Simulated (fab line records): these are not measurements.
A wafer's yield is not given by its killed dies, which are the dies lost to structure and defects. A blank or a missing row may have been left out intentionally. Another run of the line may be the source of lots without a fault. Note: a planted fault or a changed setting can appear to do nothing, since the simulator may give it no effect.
Struck lot and sound lot, side by side    flow sky130    15 out of 708 route steps
Sound: the wafers L486.2, L486.4, L486.6. The struck wafers were L481.1, L481.2, L481.3. The cause is given at the end.
Each step with rows lists, per side, the tool, then ch with its chambers, then its first start. Under that, the readings that differ: sound wafers    struck wafers    difference of the means    sigmas: that difference in standard deviations of wafers without a fault.
alike: readings whose means differ by less than 2 such deviations, and words and numbers that are the same on both sides. not compared: withheld readings, readings that some wafer has no value for, bounds like >300 that may hide the same value, and numbers for which the record gives no deviation and whose values overlap.
The two part at a step that has a row with sigmas, a row that says differs or no value, or rows on one side only. Non-overlapping numbers with no deviation appear without sigmas and do not part them. A reading missing from all wafers of one side parts the sides only when that side holds two or more wafers.

first, 5 steps without rows for these wafers: SKY_LDD_LDN_COAT_02 (resist thk 1140 nm); SKY_LDD_LDN_SOFTBAKE_03 (time 60 s); SKY_LDD_LDN_EXPOSE_04 (exposes mask LDNTM, target cd 700 nm); SKY_LDD_LDN_PEB_05; SKY_LDD_LDN_DEVELOP_06 (develop time 60 s).
SKY_LDD_LDN_OVL_MEAS_07:
  sound on overlay-01, day 28 04:27; struck on overlay-02, day 26 17:50
  alike: LDD_LDN_OVL
then, 4 steps without rows for these wafers: SKY_LDD_LDN_IMPLANT_08; SKY_LDD_LDN_IMPLANT_09; SKY_LDD_LDN_IMPLANT_10; SKY_LDD_LDN_IMPLANT_11.
SKY_LDD_LDN_STRIP_12: strips in O2/N2.
  sound on plasma asher-03 ch 1, day 28 05:05; struck on plasma asher-04 ch 0,1, day 26 18:29
reading                      sound           struck          difference  sigmas
drypump motor current A (A)  5.21 5.21 5.25  5.80 6.03 6.04  +0.73       +3
  alike: oes product au, strip time to endpoint s
  not compared: rf hours counter h
SKY_LDD_LDN_TW_MEAS_13:
  sound on film metro-02, day 28 05:11; struck on film metro-04, day 26 18:35
  alike: LDD_LDN_TW
SKY_LDD_LDN_CLEAN_14: cleans in SC1/SC2, time 150 s.
  sound on wet bench-01 ch 2, day 28 05:14; struck on wet bench-04 ch 2, day 26 18:50
  no value came back on the struck wafers for bath guard temp C (C), bath heat duty pct (%); on the sound wafers bath guard temp C (C) reads 70.4 70.3 70.5
then, 1 step without rows for these wafers: SKY_SPACER_CVD_00 (deposits Si3N4 from DCS/NH3, target thk 43.1 nm, time 740 s).
-- the record jumps here: 22 days lie between the struck wafers' starts before and after (it left off in module SPACER and takes up again in module PAD_OPEN, whose first step shown is number 708 of the route) --
SKY_PAD_OPEN_PROBE_99:
  sound on prober-01, day 50 01:43; struck on prober-02, day 49 02:02
reading                                            sound                 struck                difference  sigmas
model.etest.diode nwell sub.leak log10 a cm2       -7.32 -7.439 -7.273   -6.872 -6.541 -6.579  +0.680      
model.etest.diode dnwell sub.leak log10 a cm2      -7.178 -7.09 -7.438   -6.711 -6.749 -6.695  +0.517      
model.etest.diode pwell dnwell.leak log10 a cm2    -7.594 -7.53 -7.67    -6.818 -6.936 -7.011  +0.676      
model.etest.diode ndiff pwell hv.leak log10 a cm2  -6.917 -6.721 -6.942  -6.439 -6.402 -6.295  +0.481      
model.etest.nfet_16v.off log10 a um                -13.8 -13.79 -13.86   -13.68 -13.77 -13.61  +0.13       
model.etest.pfet_16v.off log10 a um                -13.82 -13.94 -13.87  -13.75 -13.81 -13.72  +0.12       
  alike: killed_at_M0_to_M3, killed_at_M4_up, killed at contacts, killed at front end, killed at other, killed dies, killed open, killed short
  not compared: model.etest.diode pdiff nwell hv.leak log10 a cm2

WHERE THEY PART
At SKY_LDD_LDN_STRIP_12 first; at SKY_LDD_LDN_CLEAN_14 last (within this record only). Later steps at which nothing parts them and some readings are alike: SKY_PAD_OPEN_PROBE_99.

WHY: whatever the simulator had introduced
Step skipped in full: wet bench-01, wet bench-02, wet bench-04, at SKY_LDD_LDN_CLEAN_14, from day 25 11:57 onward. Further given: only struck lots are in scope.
